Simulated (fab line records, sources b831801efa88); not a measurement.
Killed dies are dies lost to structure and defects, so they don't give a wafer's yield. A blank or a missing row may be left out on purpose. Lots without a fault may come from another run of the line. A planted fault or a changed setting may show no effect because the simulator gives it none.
Tool commonality check | flow sky130 | 13 lots, 39 wafers sampled

WHY IT WAS OPENED
At SKY_VT_ADJUST_PCH_TW_MEAS_10 the reading VT_ADJUST_PCH_TW is flagged on 3 of 13 lots. Wafers without a fault read 143.7, standard deviation 1.8.
Rule: a lot is flagged when every wafer of it that has a number lies more than 4 standard deviations from that mean, or none has a number. The other lots count as sound.

lot  | measured     | on            | VT_ADJUST_PCH_TW, wafer by wafer | flag
L744 | day 11 01:45 | film_metro-02 | 146.2 146.5 147.4                |
L745 | day 11 14:10 | film_metro-02 | 146.2 146.3 146.5                |
L746 | day 11 19:45 | film_metro-02 | 146.3 146.3 146.2                |
L750 | day 12 20:52 | film_metro-04 | 143.5 143.4 143.8                |
L751 | day 13 09:14 | film_metro-01 | 141.9 142.6 142.5                |
L752 | day 13 12:16 | film_metro-04 | 143.7 143.6 143.8                |
L753 | day 13 21:55 | film_metro-01 | 170.5 170.8 170.5                | FLAGGED
L754 | day 14 03:29 | film_metro-02 | 176.1 175.2 174.1                | FLAGGED
L755 | day 14 10:50 | film_metro-04 | 142.5 142.3 143.1                |
L758 | day 15 06:31 | film_metro-04 | 173.1 172.3 172.8                | FLAGGED
L764 | day 17 03:25 | film_metro-04 | 143.3 142.3 143.0                |
L765 | day 17 20:42 | film_metro-01 | 141.1 141.5 141.4                |
L767 | day 18 10:37 | film_metro-02 | 144.8 144.9 145.4                |
The numbers of the flagged lots are 172.8 on average: +29.1 against the usual, or +16 standard deviations.

WHICH TOOL RAN EACH LOT
The record holds 1 process step before the reading, out of a route of 708 steps. In each cell: the tool, then ch and the chambers that the sampled wafers went through, then the start.
lot  | flag    | SKY_VT_ADJUST_PCH_IMPLANT_08
L744 |         | implanter-01 ch 0, day 11 01:31
L745 |         | implanter-03 ch 0, day 11 13:57
L746 |         | implanter-02 ch 0, day 11 19:30
L750 |         | implanter-03 ch 0, day 12 20:38
L751 |         | implanter-02 ch 0, day 13 09:02
L752 |         | implanter-02 ch 0, day 13 12:02
L753 | FLAGGED | implanter-03 ch 0, day 13 21:21
L754 | FLAGGED | implanter-02 ch 0, day 14 02:56
L755 |         | implanter-02 ch 0, day 14 10:35
L758 | FLAGGED | implanter-01 ch 0, day 15 05:58
L764 |         | implanter-03 ch 0, day 17 03:11
L765 |         | implanter-03 ch 0, day 17 20:27
L767 |         | implanter-02 ch 0, day 18 10:23
What these steps do:
- SKY_VT_ADJUST_PCH_IMPLANT_08
- SKY_VT_ADJUST_PCH_TW_MEAS_10

FLAGGED OVER TOTAL, TOOL BY TOOL (the gauges that took the reading come last)
step                         | tool          | lots run | flagged | share of the flagged lots | sound lots run after its first flagged lot
SKY_VT_ADJUST_PCH_IMPLANT_08 | implanter-01  | 2        | 1       | some                      | 0
SKY_VT_ADJUST_PCH_IMPLANT_08 | implanter-02  | 6        | 1       | some                      | 2 (L755,L767)
SKY_VT_ADJUST_PCH_IMPLANT_08 | implanter-03  | 5        | 1       | some                      | 2 (L764,L765)
SKY_VT_ADJUST_PCH_TW_MEAS_10 | film_metro-01 | 3        | 1       | some                      | 1 (L765)
SKY_VT_ADJUST_PCH_TW_MEAS_10 | film_metro-02 | 5        | 1       | some                      | 1 (L767)
SKY_VT_ADJUST_PCH_TW_MEAS_10 | film_metro-04 | 5        | 1       | some                      | 1 (L764)

WHAT THE TABLE ALLOWS
No row of the table ran every flagged lot.

WHAT THE SIMULATOR HAD PUT IN
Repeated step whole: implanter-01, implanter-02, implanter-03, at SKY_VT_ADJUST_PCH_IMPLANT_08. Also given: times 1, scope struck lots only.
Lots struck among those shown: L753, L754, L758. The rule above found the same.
